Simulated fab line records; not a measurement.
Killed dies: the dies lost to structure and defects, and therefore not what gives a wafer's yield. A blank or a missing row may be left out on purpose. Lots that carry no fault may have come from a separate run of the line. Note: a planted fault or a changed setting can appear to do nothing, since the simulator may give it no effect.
Which tool was responsible? || flow gf180mcu || Sampling: 12 lots, 36 wafers, 5 of 602 route steps

WHAT THE GAUGES SHOWED, per wafer
GF_STI_THK_MEAS_24. Usual: STI_CVD_23_THK gives 647 nm (standard deviation 6).
{"lot": "L683", "measured": "day 2 03:19", "on": "film_metro-02", "STI_CVD_23_THK (nm)": "638 643 647", "flag": ""}
{"lot": "L684", "measured": "day 2 12:01", "on": "film_metro-04", "STI_CVD_23_THK (nm)": "644 632 639", "flag": ""}
{"lot": "L685", "measured": "day 2 13:49", "on": "film_metro-02", "STI_CVD_23_THK (nm)": "654 650 653", "flag": ""}
{"lot": "L686", "measured": "day 2 19:08", "on": "film_metro-03", "STI_CVD_23_THK (nm)": "645 644 647", "flag": ""}
{"lot": "L687", "measured": "day 3 03:19", "on": "film_metro-03", "STI_CVD_23_THK (nm)": "653 651 660", "flag": ""}
{"lot": "L690", "measured": "day 3 16:43", "on": "film_metro-04", "STI_CVD_23_THK (nm)": "648 650 649", "flag": ""}
{"lot": "L693", "measured": "day 4 08:40", "on": "film_metro-03", "STI_CVD_23_THK (nm)": "662 651 650", "flag": ""}
{"lot": "L694", "measured": "day 4 12:29", "on": "film_metro-02", "STI_CVD_23_THK (nm)": "651 639 644", "flag": ""}
{"lot": "L695", "measured": "day 4 17:50", "on": "film_metro-02", "STI_CVD_23_THK (nm)": "647 645 644", "flag": ""}
{"lot": "L697", "measured": "day 5 06:20", "on": "film_metro-03", "STI_CVD_23_THK (nm)": "639 644 651", "flag": ""}
{"lot": "L699", "measured": "day 5 15:17", "on": "film_metro-02", "STI_CVD_23_THK (nm)": "631 643 647", "flag": ""}
{"lot": "L706", "measured": "day 7 04:50", "on": "film_metro-03", "STI_CVD_23_THK (nm)": "649 648 642", "flag": ""}

GF_NWELL_OVL_MEAS_07. Usual: NWELL_OVL gives -0.4 nm (standard deviation 1.5).
{"lot": "L683", "measured": "day 3 06:52", "on": "overlay-02", "NWELL_OVL (nm)": "0.0 1.6 0.6", "flag": ""}
{"lot": "L684", "measured": "day 3 15:09", "on": "overlay-02", "NWELL_OVL (nm)": "1.0 -0.9 0.1", "flag": ""}
{"lot": "L685", "measured": "day 3 17:03", "on": "overlay-02", "NWELL_OVL (nm)": "-0.4 -0.6 0.1", "flag": ""}
{"lot": "L686", "measured": "day 3 23:19", "on": "overlay-02", "NWELL_OVL (nm)": "-1.4 -3.2 -0.3", "flag": ""}
{"lot": "L687", "measured": "day 4 07:09", "on": "overlay-02", "NWELL_OVL (nm)": "-1.5 -2.7 -1.1", "flag": ""}
{"lot": "L690", "measured": "day 4 22:30", "on": "overlay-02", "NWELL_OVL (nm)": "-0.5 0.9 -1.0", "flag": ""}
{"lot": "L693", "measured": "day 5 14:48", "on": "overlay-01", "NWELL_OVL (nm)": "-75.4 -75.3 -74.5", "flag": "OFF"}
{"lot": "L694", "measured": "day 5 19:01", "on": "overlay-02", "NWELL_OVL (nm)": "-78.5 -75.5 -76.2", "flag": "OFF"}
{"lot": "L695", "measured": "day 5 23:50", "on": "overlay-01", "NWELL_OVL (nm)": "1.2 -1.5 -2.7", "flag": ""}
{"lot": "L697", "measured": "day 6 13:42", "on": "overlay-02", "NWELL_OVL (nm)": "-0.2 -0.1 -0.2", "flag": ""}
{"lot": "L699", "measured": "day 7 01:08", "on": "overlay-01", "NWELL_OVL (nm)": "-3.1 -1.9 -1.5", "flag": ""}
{"lot": "L706", "measured": "day 8 17:27", "on": "overlay-01", "NWELL_OVL (nm)": "-1.6 -2.3 -0.9", "flag": ""}

GF_VT_IMPLANT_TW_MEAS_43. Usual: VT_IMPLANT_4_TW gives 687 (standard deviation 6.4).
{"lot": "L683", "measured": "day 7 09:28", "on": "film_metro-01", "VT_IMPLANT_4_TW": "687 687 684", "flag": ""}
{"lot": "L684", "measured": "day 7 20:20", "on": "film_metro-04", "VT_IMPLANT_4_TW": "698 697 702", "flag": ""}
{"lot": "L685", "measured": "day 7 22:56", "on": "film_metro-02", "VT_IMPLANT_4_TW": "687 687 688", "flag": ""}
{"lot": "L686", "measured": "day 8 06:32", "on": "film_metro-04", "VT_IMPLANT_4_TW": "698 700 696", "flag": ""}
{"lot": "L687", "measured": "day 8 16:06", "on": "film_metro-04", "VT_IMPLANT_4_TW": "700 697 699", "flag": ""}
{"lot": "L690", "measured": "day 9 12:52", "on": "film_metro-01", "VT_IMPLANT_4_TW": "688 686 690", "flag": ""}
{"lot": "L693", "measured": "day 10 08:47", "on": "film_metro-01", "VT_IMPLANT_4_TW": "684 684 683", "flag": ""}
{"lot": "L694", "measured": "day 10 15:13", "on": "film_metro-02", "VT_IMPLANT_4_TW": "687 688 688", "flag": ""}
{"lot": "L695", "measured": "day 10 19:20", "on": "film_metro-02", "VT_IMPLANT_4_TW": "685 680 685", "flag": ""}
{"lot": "L697", "measured": "day 11 12:56", "on": "film_metro-02", "VT_IMPLANT_4_TW": "685 680 681", "flag": ""}
{"lot": "L699", "measured": "day 12 03:56", "on": "film_metro-02", "VT_IMPLANT_4_TW": "680 683 685", "flag": ""}
{"lot": "L706", "measured": "day 14 02:46", "on": "film_metro-04", "VT_IMPLANT_4_TW": "703 700 703", "flag": ""}

GF_DUAL_GATE_OVL_MEAS_11. Usual: DUAL_GATE_OVL gives 0.1 nm (standard deviation 1.3).
{"lot": "L683", "measured": "day 8 03:57", "on": "overlay-02", "DUAL_GATE_OVL (nm)": "0.3 0.6 0.0", "flag": ""}
{"lot": "L684", "measured": "day 8 15:14", "on": "overlay-02", "DUAL_GATE_OVL (nm)": "1.1 2.2 0.6", "flag": ""}
{"lot": "L685", "measured": "day 8 17:06", "on": "overlay-02", "DUAL_GATE_OVL (nm)": "0.3 0.4 3.4", "flag": ""}
{"lot": "L686", "measured": "day 9 02:01", "on": "overlay-02", "DUAL_GATE_OVL (nm)": "-0.2 0.5 0.1", "flag": ""}
{"lot": "L687", "measured": "day 9 11:53", "on": "overlay-02", "DUAL_GATE_OVL (nm)": "0.0 0.8 0.0", "flag": ""}
{"lot": "L690", "measured": "day 10 10:31", "on": "overlay-02", "DUAL_GATE_OVL (nm)": "1.1 -2.3 -1.5", "flag": ""}
{"lot": "L693", "measured": "day 11 05:49", "on": "overlay-01", "DUAL_GATE_OVL (nm)": "1.5 0.0 -0.2", "flag": ""}
{"lot": "L694", "measured": "day 11 12:58", "on": "overlay-02", "DUAL_GATE_OVL (nm)": "-1.2 -0.3 -0.4", "flag": ""}
{"lot": "L695", "measured": "day 11 16:37", "on": "overlay-02", "DUAL_GATE_OVL (nm)": "-1.0 -1.1 -0.3", "flag": ""}
{"lot": "L697", "measured": "day 12 10:28", "on": "overlay-01", "DUAL_GATE_OVL (nm)": "-2.7 -0.8 -3.1", "flag": ""}
{"lot": "L699", "measured": "day 13 01:06", "on": "overlay-02", "DUAL_GATE_OVL (nm)": "0.9 1.1 -0.9", "flag": ""}
{"lot": "L706", "measured": "day 15 03:20", "on": "overlay-01", "DUAL_GATE_OVL (nm)": "0.1 -3.0 -0.3", "flag": ""}

TOOL THAT RAN EACH LOT (tool first, then ch and the chambers of the sampled wafers, then the start)
{"lot": "L683", "GF_NWELL_EXPOSE_04": "iline_stepper-01 ch 0, day 3 00:40"}
{"lot": "L684", "GF_NWELL_EXPOSE_04": "iline_stepper-02 ch 0, day 3 08:54"}
{"lot": "L685", "GF_NWELL_EXPOSE_04": "iline_stepper-01 ch 0, day 3 10:49"}
{"lot": "L686", "GF_NWELL_EXPOSE_04": "iline_stepper-01 ch 0, day 3 16:42"}
{"lot": "L687", "GF_NWELL_EXPOSE_04": "iline_stepper-02 ch 0, day 4 00:55"}
{"lot": "L690", "GF_NWELL_EXPOSE_04": "iline_stepper-01 ch 0, day 4 15:49"}
{"lot": "L693", "GF_NWELL_EXPOSE_04": "iline_stepper-02 ch 0, day 5 08:22"}
{"lot": "L694", "GF_NWELL_EXPOSE_04": "iline_stepper-02 ch 0, day 5 11:51"}
{"lot": "L695", "GF_NWELL_EXPOSE_04": "iline_stepper-01 ch 0, day 5 17:32"}
{"lot": "L697", "GF_NWELL_EXPOSE_04": "iline_stepper-01 ch 0, day 6 06:15"}
{"lot": "L699", "GF_NWELL_EXPOSE_04": "iline_stepper-01 ch 0, day 6 17:34"}
{"lot": "L706", "GF_NWELL_EXPOSE_04": "iline_stepper-01 ch 0, day 8 09:31"}
- GF_NWELL_EXPOSE_04: exposes mask Nwell, target cd 860 nm.

AS READ BY THE TOOLS THEMSELVES (means over the sampled wafers that have a number; for cases with no such wafer, the mark the record gives instead)
The record holds no such reading with a usual standard deviation.

THE ANSWER, worked out from the rows above alone
Rule: a lot counts as off when the mean over its wafers that have a number is more than 3 standard deviations away from the usual mean. A lot without any number at a reading at which 4 lots or more have one is off too. Where the step has rows for the other lots, those lots are counted as sound. The gauges are gone through in route order, then the tools' own readings, and for those a lot's mean is taken as printed above. The first step at which some lot is off is used, and at that step the reading that is off furthest; a lot without a number counts as furthest.
Off: L693, L694, at GF_NWELL_OVL_MEAS_07 (NWELL_OVL).
A tool fits if, at a process step before that reading, it ran every lot that is off, and no sound lot after the first of them. The gauges at GF_NWELL_OVL_MEAS_07 are tried like those tools. One fits: iline_stepper-02 at GF_NWELL_EXPOSE_04. Its last sound lot is L687 (day 4 00:55), its first lot that is off L693 (day 5 08:22): a fault that began between those two fits.

WHAT HAD BEEN PUT IN BY THE SIMULATOR
Scanner matching overlay: iline_stepper-02, from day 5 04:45 on, at GF_NWELL_EXPOSE_04. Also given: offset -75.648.
Struck lots among those shown: L693, L694. This agrees with what the rule above found.
